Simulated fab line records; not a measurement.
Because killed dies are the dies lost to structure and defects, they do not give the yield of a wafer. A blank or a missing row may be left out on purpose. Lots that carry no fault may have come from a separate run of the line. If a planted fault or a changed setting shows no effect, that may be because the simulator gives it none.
A sampling plan put to the test    flow sky130    one fab line, 20 faults that these records tell of, each judged on the records of the lots that it struck
The plan is the line's own looks: the steps of the route at which a gauge or an inspection reads the wafer and doesn't change it. A look can be judged if struck wafers have a number there and the file gives its usual mean and standard deviation on fault-free wafers. Caught: 4 or more of those standard deviations (sigma) separate the usual mean from the mean of the struck wafers at a look after the fault's first step. On the tool: the same test on the tool's own readings at the fault's steps. Caught also covers a different recipe on the struck wafers, or a record left blank for those wafers only.

== THE FAULTS, as the simulator had put them in ==
1. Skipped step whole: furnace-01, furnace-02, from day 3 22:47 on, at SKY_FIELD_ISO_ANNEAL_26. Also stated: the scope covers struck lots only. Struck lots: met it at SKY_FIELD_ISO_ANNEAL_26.
2. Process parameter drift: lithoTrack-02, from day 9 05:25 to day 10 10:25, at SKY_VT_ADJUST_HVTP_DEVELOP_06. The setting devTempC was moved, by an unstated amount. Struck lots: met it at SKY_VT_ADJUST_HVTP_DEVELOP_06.
3. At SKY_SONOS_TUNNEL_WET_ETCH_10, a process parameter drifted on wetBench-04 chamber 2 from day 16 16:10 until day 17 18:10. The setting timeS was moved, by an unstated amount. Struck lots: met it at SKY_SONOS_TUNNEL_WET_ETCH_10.
4. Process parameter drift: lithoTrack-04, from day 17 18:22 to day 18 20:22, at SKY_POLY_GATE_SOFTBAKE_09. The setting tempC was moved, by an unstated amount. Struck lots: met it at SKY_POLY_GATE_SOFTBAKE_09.
5. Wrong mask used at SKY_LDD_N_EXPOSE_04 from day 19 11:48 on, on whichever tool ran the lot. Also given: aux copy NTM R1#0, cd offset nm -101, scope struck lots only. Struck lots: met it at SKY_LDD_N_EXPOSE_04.
6. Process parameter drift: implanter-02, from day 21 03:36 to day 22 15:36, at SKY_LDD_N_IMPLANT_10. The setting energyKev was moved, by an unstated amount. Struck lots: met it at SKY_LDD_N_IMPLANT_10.
7. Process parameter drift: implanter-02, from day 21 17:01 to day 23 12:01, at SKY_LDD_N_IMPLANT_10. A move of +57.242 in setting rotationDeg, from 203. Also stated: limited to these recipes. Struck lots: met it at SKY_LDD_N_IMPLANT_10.
8. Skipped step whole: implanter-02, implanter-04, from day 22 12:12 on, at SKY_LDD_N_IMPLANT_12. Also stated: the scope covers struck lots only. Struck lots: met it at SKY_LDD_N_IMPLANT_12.
9. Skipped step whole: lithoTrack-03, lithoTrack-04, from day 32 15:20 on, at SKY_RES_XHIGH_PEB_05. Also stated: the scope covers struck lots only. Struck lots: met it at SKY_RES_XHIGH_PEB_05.
10. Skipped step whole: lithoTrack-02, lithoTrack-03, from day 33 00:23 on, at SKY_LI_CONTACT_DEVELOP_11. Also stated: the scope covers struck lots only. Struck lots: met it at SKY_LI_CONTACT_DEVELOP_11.
11. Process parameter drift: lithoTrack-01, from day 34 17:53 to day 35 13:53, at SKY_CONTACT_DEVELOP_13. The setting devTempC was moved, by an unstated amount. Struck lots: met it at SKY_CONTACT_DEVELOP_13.
12. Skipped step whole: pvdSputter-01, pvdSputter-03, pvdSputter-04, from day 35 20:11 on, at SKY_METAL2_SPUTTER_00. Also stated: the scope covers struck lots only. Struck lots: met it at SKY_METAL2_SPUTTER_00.
13. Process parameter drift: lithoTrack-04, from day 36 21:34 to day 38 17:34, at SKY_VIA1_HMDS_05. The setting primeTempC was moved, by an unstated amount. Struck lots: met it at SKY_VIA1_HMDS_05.
14. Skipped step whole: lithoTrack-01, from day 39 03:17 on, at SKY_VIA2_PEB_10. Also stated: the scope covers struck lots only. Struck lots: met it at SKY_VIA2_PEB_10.
15. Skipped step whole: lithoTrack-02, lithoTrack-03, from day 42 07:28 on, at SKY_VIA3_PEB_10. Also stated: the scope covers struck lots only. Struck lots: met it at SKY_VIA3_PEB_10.
16. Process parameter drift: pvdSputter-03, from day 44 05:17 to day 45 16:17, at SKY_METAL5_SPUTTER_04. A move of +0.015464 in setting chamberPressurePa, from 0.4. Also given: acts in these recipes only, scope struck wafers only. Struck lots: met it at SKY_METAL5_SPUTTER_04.
17. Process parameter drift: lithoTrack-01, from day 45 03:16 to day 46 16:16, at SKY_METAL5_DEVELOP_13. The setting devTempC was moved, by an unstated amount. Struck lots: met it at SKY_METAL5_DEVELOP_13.
18. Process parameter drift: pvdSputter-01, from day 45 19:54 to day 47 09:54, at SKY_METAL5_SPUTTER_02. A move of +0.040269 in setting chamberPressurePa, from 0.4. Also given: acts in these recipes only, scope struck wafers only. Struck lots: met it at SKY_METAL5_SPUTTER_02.
19. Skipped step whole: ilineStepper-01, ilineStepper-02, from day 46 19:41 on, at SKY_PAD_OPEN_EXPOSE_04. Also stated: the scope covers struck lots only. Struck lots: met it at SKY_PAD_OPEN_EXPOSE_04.
20. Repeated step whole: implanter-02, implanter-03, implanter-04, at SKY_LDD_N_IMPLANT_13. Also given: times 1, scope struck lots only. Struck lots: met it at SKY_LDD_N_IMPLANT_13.

== WHAT THE PLAN SAW ==
fault  on the tool itself                                first look that catches it                       reading, sigma  median hours from its first step to that look  hours from the fault's start to the first struck lot there  judged looks passed uncaught
1      the tool's record is blank for the struck wafers  no look after it can be judged                   -               -                                              -                                                           0
2      developerTempC +20 sigma                          no look after it can be judged                   -               -                                              -                                                           0
3      runLengthS -52 sigma                              not the one look that can be judged after it     -               -                                              -                                                           1
4      plateTempC +10 sigma                              no look after it can be judged                   -               -                                              -                                                           0
5      no reading that can be judged                     not the one look that can be judged after it     -               -                                              -                                                           1
6      beamEnergyKeV +99 or beyond sigma                 no look after it can be judged                   -               -                                              -                                                           0
7      rotationDeg +99 or beyond sigma                   no look after it can be judged                   -               -                                              -                                                           0
8      the tool's record is blank for the struck wafers  no look after it can be judged                   -               -                                              -                                                           0
9      no reading that can be judged                     not the one look that can be judged after it     -               -                                              -                                                           1
10     the tool's record is blank for the struck wafers  no look after it can be judged                   -               -                                              -                                                           0
11     developerTempC +5.6 sigma                         none of the 2 looks that can be judged after it  -               -                                              -                                                           2
12     the tool's record is blank for the struck wafers  no look after it can be judged                   -               -                                              -                                                           0
13     primeTempC -29 sigma                              no look after it can be judged                   -               -                                              -                                                           0
14     no reading that can be judged                     no look after it can be judged                   -               -                                              -                                                           0
15     no reading that can be judged                     no look after it can be judged                   -               -                                              -                                                           0
16     chamberPressurePa +21 sigma                       no look after it can be judged                   -               -                                              -                                                           0
17     developerTempC -9.3 sigma                         no look after it can be judged                   -               -                                              -                                                           0
18     chamberPressurePa +48 sigma                       no look after it can be judged                   -               -                                              -                                                           0
19     no reading that can be judged                     no look after it can be judged                   -               -                                              -                                                           0
20     under 2 sigma                                     no look after it can be judged                   -               -                                              -                                                           0
A dash: this means the fault isn't caught or the number doesn't appear in these records.

Caught at a look: 0 of 20. Caught on the tool: 14 of 20. By one or the other: 14 of 20.
Faults caught by the tool alone: 1, 2, 3, 4, 6, 7, 8, 10, 11, 12, 13, 16, 17, 18.
Caught by neither: faults 5, 9, 14, 15, 19, 20.
